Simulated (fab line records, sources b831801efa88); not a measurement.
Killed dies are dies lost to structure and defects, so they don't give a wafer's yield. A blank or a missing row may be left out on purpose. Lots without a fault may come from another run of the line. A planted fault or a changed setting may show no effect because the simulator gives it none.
Which tool did it? | flow sky130 | 14 lots, 42 wafers sampled, at 5 steps of a route of 708

WHAT THE GAUGES READ, wafer by wafer
SKY_PWDE_OVL_MEAS_07. Usual: PWDE_OVL 0.9 nm, standard deviation 1.3.
lot  | measured    | on         | PWDE_OVL (nm)  | flag
L217 | day 3 16:50 | overlay-01 | -0.1 -0.8 -2.3 |
L218 | day 3 21:32 | overlay-01 | 0.9 -0.1 -0.2  |
L219 | day 4 02:14 | overlay-01 | -1.5 -1.7 -0.7 |
L221 | day 4 17:41 | overlay-01 | 1.9 -0.1 1.6   |
L222 | day 4 22:35 | overlay-01 | 0.0 1.3 0.6    |
L223 | day 5 04:35 | overlay-02 | 2.3 2.3 2.4    |
L224 | day 5 11:17 | overlay-02 | -0.3 2.4 0.3   |
L226 | day 6 08:47 | overlay-02 | 0.3 0.7 1.3    |
L227 | day 6 11:59 | overlay-02 | -0.5 0.0 1.8   |
L228 | day 6 12:53 | overlay-02 | 0.2 0.8 0.1    |
L229 | day 6 18:29 | overlay-02 | 0.1 0.0 1.2    |
L234 | day 7 21:29 | overlay-02 | 2.4 -1.0 2.4   |
L235 | day 8 01:56 | overlay-02 | 0.2 0.8 2.6    |
L236 | day 8 06:14 | overlay-01 | 1.3 2.1 1.9    |

SKY_VT_ADJUST_LVTN_OVL_MEAS_07. Usual: VT_ADJUST_LVTN_OVL -0.4 nm, standard deviation 1.3.
lot  | measured     | on         | VT_ADJUST_LVTN_OVL (nm) | flag
L217 | day 6 13:35  | overlay-01 | -1.8 -0.6 -3.3          |
L218 | day 6 21:41  | overlay-01 | 0.0 -1.1 -0.5           |
L219 | day 7 04:56  | overlay-01 | 0.9 0.8 -0.5            |
L221 | day 7 21:29  | overlay-01 | -1.3 -1.4 -0.8          |
L222 | day 8 04:22  | overlay-02 | 1.9 2.3 -0.2            |
L223 | day 8 14:29  | overlay-02 | -1.9 -2.6 -2.7          |
L224 | day 8 18:50  | overlay-01 | -0.3 2.4 0.2            |
L226 | day 9 20:38  | overlay-01 | -1.3 0.3 -1.6           |
L227 | day 10 01:02 | overlay-02 | 1.0 -0.4 0.3            |
L228 | day 10 01:41 | overlay-01 | -0.6 -0.6 -0.4          |
L229 | day 10 11:14 | overlay-01 | -0.1 1.1 0.0            |
L234 | day 11 15:59 | overlay-01 | 3.1 1.8 2.7             |
L235 | day 11 22:49 | overlay-01 | 0.4 0.0 1.7             |
L236 | day 12 02:34 | overlay-01 | 0.3 -3.2 0.1            |

SKY_VT_ADJUST_NCORE_TW_MEAS_11. Usual: VT_ADJUST_NCORE_TW 216.8, standard deviation 1.7.
lot  | measured     | on            | VT_ADJUST_NCORE_TW | flag
L217 | day 8 06:38  | film_metro-03 | 217.0 216.7 217.1  |
L218 | day 8 15:11  | film_metro-01 | 215.1 214.1 214.8  |
L219 | day 8 23:08  | film_metro-01 | 214.1 214.8 215.3  |
L221 | day 9 16:07  | film_metro-01 | 214.1 214.5 216.0  |
L222 | day 10 00:56 | film_metro-03 | 218.3 216.8 216.8  |
L223 | day 10 13:37 | film_metro-01 | 213.7 216.4 214.5  |
L224 | day 10 17:38 | film_metro-03 | 215.6 215.9 215.4  |
L226 | day 11 19:44 | film_metro-03 | 216.1 214.9 217.3  |
L227 | day 12 00:41 | film_metro-03 | 217.0 217.1 218.0  |
L228 | day 12 01:17 | film_metro-01 | 215.0 215.5 216.1  |
L229 | day 12 10:51 | film_metro-03 | 218.4 217.2 217.7  |
L234 | day 13 19:21 | film_metro-03 | 214.7 215.8 214.3  |
L235 | day 14 02:26 | film_metro-02 | 217.5 216.8 217.2  |
L236 | day 14 06:41 | film_metro-02 | 217.7 216.6 216.3  |

SKY_SONOS_ONO_THK_MEAS_05. Usual: SONOS_ONO_CVD_04_THK 5.75 nm, standard deviation 0.13.
lot  | measured     | on            | SONOS_ONO_CVD_04_THK (nm) | flag
L217 | day 11 07:40 | film_metro-03 | 5.54 5.70 5.67            |
L218 | day 11 18:11 | film_metro-02 | 5.56 5.43 5.55            |
L219 | day 12 03:08 | film_metro-01 | 5.59 5.63 5.74            |
L221 | day 12 20:13 | film_metro-02 | 5.69 5.75 5.64            |
L222 | day 13 05:47 | film_metro-01 | 5.85 5.68 5.86            |
L223 | day 13 20:32 | film_metro-02 | 5.69 5.74 5.77            |
L224 | day 14 00:11 | film_metro-03 | 5.72 5.69 5.70            |
L226 | day 15 06:28 | film_metro-03 | 5.70 5.70 5.70            |
L227 | day 15 11:57 | film_metro-02 | 5.89 5.80 5.91            |
L228 | day 15 15:17 | film_metro-03 | 5.80 5.72 5.63            |
L229 | day 16 03:07 | film_metro-02 | 5.66 5.84 5.80            |
L234 | day 17 15:35 | film_metro-02 | 7.18 7.28 7.19            | OFF
L235 | day 17 21:50 | film_metro-03 | 6.86 6.90 6.98            | OFF
L236 | day 18 01:18 | film_metro-03 | 6.93 6.94 6.96            | OFF

WHICH TOOL RAN EACH LOT (tool, then ch and the chambers of the sampled wafers, then the start)
lot  | SKY_SONOS_ONO_CVD_04
L217 | lpcvd-03 ch 1, day 11 06:25
L218 | lpcvd-03 ch 0, day 11 16:56
L219 | lpcvd-03 ch 1, day 12 01:53
L221 | lpcvd-03 ch 0, day 12 18:56
L222 | lpcvd-03 ch 1, day 13 04:32
L223 | lpcvd-03 ch 0, day 13 19:16
L224 | lpcvd-03 ch 1, day 13 22:18
L226 | lpcvd-03 ch 1, day 15 05:13
L227 | lpcvd-03 ch 0, day 15 10:42
L228 | lpcvd-03 ch 0, day 15 14:02
L229 | lpcvd-03 ch 0, day 16 00:17
L234 | lpcvd-03 ch 0, day 17 14:19
L235 | lpcvd-03 ch 1, day 17 20:35
L236 | lpcvd-03 ch 1, day 18 00:03
- SKY_SONOS_ONO_CVD_04: deposits SiO2 from SiH4/N2O, target thk 5.7199 nm.

WHAT THE TOOLS THEMSELVES READ (means of the sampled wafers that have a number; where no wafer has one, the mark that the record gives instead)
SKY_SONOS_ONO_CVD_04. Usual: spike_tc_upper_C 898.9 C, standard deviation 1.2.
lot  | tool     | spike_tc_upper_C (C) | flag
L217 | lpcvd-03 | 900.2                |
L218 | lpcvd-03 | 896.9                |
L219 | lpcvd-03 | 899.9                |
L221 | lpcvd-03 | 898.2                |
L222 | lpcvd-03 | 899.8                |
L223 | lpcvd-03 | 898.3                |
L224 | lpcvd-03 | 900.4                |
L226 | lpcvd-03 | 900.2                |
L227 | lpcvd-03 | 898.2                |
L228 | lpcvd-03 | 898.1                |
L229 | lpcvd-03 | 897.3                |
L234 | lpcvd-03 | 899.0                |
L235 | lpcvd-03 | 898.6                |
L236 | lpcvd-03 | 900.0                |

THE ANSWER, worked out from the rows above alone
Rule: a lot is off if the mean of its wafers that have a number lies more than 3 standard deviations from the usual mean. A lot without any number at a reading at which 4 lots or more have one is off too. The other lots that the step has rows for count as sound. The gauges are gone through in route order, then the tools' own readings, and for those a lot's mean is taken as printed above. The first step at which some lot is off is used, and at that step the reading that is off furthest; a lot without a number counts as furthest.
Off: L234, L235, L236, at SKY_SONOS_ONO_THK_MEAS_05 (SONOS_ONO_CVD_04_THK).
A tool fits if, at a process step before that reading, it ran every lot that is off, and no sound lot after the first of them. The gauges at SKY_SONOS_ONO_THK_MEAS_05 are tried like those tools. One fits: lpcvd-03 at SKY_SONOS_ONO_CVD_04. Its last sound lot is L229 (day 16 00:17), its first lot that is off L234 (day 17 14:19): a fault that began between those two fits.

WHAT THE SIMULATOR HAD PUT IN
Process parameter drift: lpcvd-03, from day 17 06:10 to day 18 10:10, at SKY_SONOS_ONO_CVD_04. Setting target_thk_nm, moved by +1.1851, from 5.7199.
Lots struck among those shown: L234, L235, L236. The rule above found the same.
